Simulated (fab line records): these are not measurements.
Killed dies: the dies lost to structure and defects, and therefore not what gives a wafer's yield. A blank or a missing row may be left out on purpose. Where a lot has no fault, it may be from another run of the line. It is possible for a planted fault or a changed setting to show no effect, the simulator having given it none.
Problem report, 8D (eight disciplines) form, completed by code || flow sfqLine || the parts of the form that need people (team, actions taken, sign-off) are left out

1. PROBLEM STATEMENT
Wafers without a fault read 2999.9 rpm, standard deviation 1.9; spinSpeedRpm at SFQ_TRILAYER_M7_LITHO_COAT_177 reads a mean of 2781.7 rpm on 9 wafers belonging to 3 lots. That is -99 or more standard deviations from the usual mean.
The step: resist thk 600 nm.
The first sign was on wafer L721.1 at day 75 21:00, on lithoTrack-03. The record holds 45 wafers of 15 lots with a number at this step. By rule, "out" or "out of limits" means more than 4 standard deviations away from the usual mean. The rest of the wafers with a number are treated as sound.

2. WHAT IT IS, WHAT IT ISN'T
{"question": "which readings at this step", "is": "spinSpeedRpm", "is not": "-"}
{"question": "which lots", "is": "L721, L723, L724", "is not": "L706, L707, L710, L712, L714, L715, L716, L717, L720, L722, L727, L729"}
{"question": "which wafers of those lots", "is": "all that have a number", "is not": "-"}
{"question": "read on which tools", "is": "lithoTrack-03", "is not": "lithoTrack-01, lithoTrack-02"}
{"question": "when", "is": "from day 75 21:00", "is not": "up to then (27 sound wafers); but 9 sound wafers of L722, L727, L729 came after"}

3. SUSPECTS, AND WHAT RULES EACH OUT
Counting: a tool stays on the suspect list if, at a process step up to the reading, it processed all lots that are out and no sound lot following the first of them.
- lithoTrack-03 at SFQ_TRILAYER_M7_LITHO_COAT_177 (resist thk 600 nm): kept. It ran every lot that is out, first L721 (day 75 21:00), and no sound lot after that; its last sound lot up to then is L720 (day 75 19:17). Its own readings are out on those wafers: spinSpeedRpm.
Remaining after the count: lithoTrack-03 at SFQ_TRILAYER_M7_LITHO_COAT_177.

4. THE CAUSE (what the simulator had put in)
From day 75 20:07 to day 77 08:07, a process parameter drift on lithoTrack-03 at SFQ_TRILAYER_M7_LITHO_COAT_177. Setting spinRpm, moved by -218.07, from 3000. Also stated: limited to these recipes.
After counting, this tool was the only one left.

5. SEQUENCE OF EFFECTS, ordered by route
Each row: a reading whose mean over the struck wafers that have a number lies more than 3 standard deviations from the usual. Only readings whose record carries a usual standard deviation are examined. hours: median over the lots of the time between each lot's start at the first step of this table that gives one and its start at this step. sigmas: the change, counted in usual standard deviations.
{"hours": 0, "step": "SFQ_TRILAYER_M7_LITHO_COAT_177", "reading": "spinSpeedRpm", "usual": "2999.9 rpm", "on struck wafers": 2781.7, "change": -218.2, "sigmas": "-99 or more"}
It contains these process steps:
- SFQ_TRILAYER_M7_LITHO_COAT_177: resist thk 600 nm.

6. WHAT WOULD HAVE CAUGHT IT SOONER
In this record the first reading out of limits was taken at day 75 21:00, 1 hour after the fault began at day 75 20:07.
